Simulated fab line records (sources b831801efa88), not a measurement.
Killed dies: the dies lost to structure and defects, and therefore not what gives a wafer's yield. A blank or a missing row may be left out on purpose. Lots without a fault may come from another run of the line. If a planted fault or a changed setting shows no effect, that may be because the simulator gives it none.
A lot that was struck, set against a sound lot    flow gf180mcu    15 out of 602 route steps
Sound: these wafers, L669.3, L669.5, L669.6. Wafers struck: L678.2, L678.3, L678.4. At the end, the cause is stated.
For every step that has rows: the tool of each side, followed by ch and its chambers, followed by its first start. Under that, the readings that differ: sound wafers    struck wafers    difference of the means    sigmas: that difference in standard deviations of wafers without a fault.
alike: readings whose means differ by less than 2 such deviations, and words and numbers that are the same on both sides. not compared: withheld readings, readings that some wafer has no value for, bounds like >300 that may hide the same value, and numbers for which the record gives no deviation and whose values overlap.
Wherever a step has rows on one side only, a row that says differs or no value, or a row with sigmas, the two part there. Numbers that have no deviation but don't overlap get no sigmas and don't part them. Lack of a reading on every wafer of one side parts them only where that side has two or more wafers.

GF_LVPWELL_STRIP_10: strips in O2/N2.
  sound on plasma_asher-04 ch 0,1, day 5 14:12; struck on plasma_asher-02 ch 0,1, day 7 16:08
reading             sound        struck       difference  sigmas
heater_power_w (W)  275 328 269  378 312 375  +64         +2
  alike: drypump_motor_current_A, o2_flow_sccm, oes_product_au, strip_time_to_endpoint_s
  not compared: rf_hours_counter_h
GF_LVPWELL_TW_MEAS_11:
  sound on film_metro-04, day 5 14:17; struck on film_metro-01, day 7 16:15
reading     sound        struck       difference  sigmas
LVPWELL_TW  566 569 565  548 549 550  -18         -3
then, 7 steps without rows for these wafers: GF_MVSD_DEHYDRATE_00 (time 60 s); GF_MVSD_HMDS_01 (prime time 60 s); GF_MVSD_COAT_02 (resist thk 3000 nm); GF_MVSD_SOFTBAKE_03; GF_MVSD_EXPOSE_04 (exposes mask MVSD, target cd 1000 nm); GF_MVSD_PEB_05; GF_MVSD_DEVELOP_06 (develop time 60 s).
GF_MVSD_OVL_MEAS_07:
  sound on overlay-01, day 6 04:59; struck on overlay-02, day 8 08:43
  alike: MVSD_OVL
then, 2 steps without rows for these wafers: GF_MVSD_IMPLANT_08; GF_MVSD_IMPLANT_09.
GF_MVSD_STRIP_10: strips in O2/N2.
  sound on plasma_asher-03 ch 0,1, day 6 05:21; struck on plasma_asher-03 ch 0,1, day 8 09:02
reading                       sound              struck             difference  sigmas
o2_flow_sccm (sccm)           3008 3005 2997     2404 2409 2407     -597        -69
oes_product_au (a.u.)         0.718 0.723 0.722  0.704 0.720 0.711  -0.009      -2
strip_time_to_endpoint_s (s)  37.08 37.07 37.11  37.61 37.59 37.74  +0.56       +5
  alike: drypump_motor_current_A, heater_power_w
  not compared: rf_hours_counter_h
GF_MVSD_TW_MEAS_11:
  sound on film_metro-01, day 6 05:26; struck on film_metro-03, day 8 09:09
  alike: MVSD_TW
GF_PASSIVATION_PROBE_99:
  rows exist in the record for the sound wafers here (prober-02, day 31 13:23), none for the struck ones

WHERE THEY PART
First at GF_LVPWELL_STRIP_10; last, within this record, at GF_PASSIVATION_PROBE_99.

WHY: what the simulator had put in
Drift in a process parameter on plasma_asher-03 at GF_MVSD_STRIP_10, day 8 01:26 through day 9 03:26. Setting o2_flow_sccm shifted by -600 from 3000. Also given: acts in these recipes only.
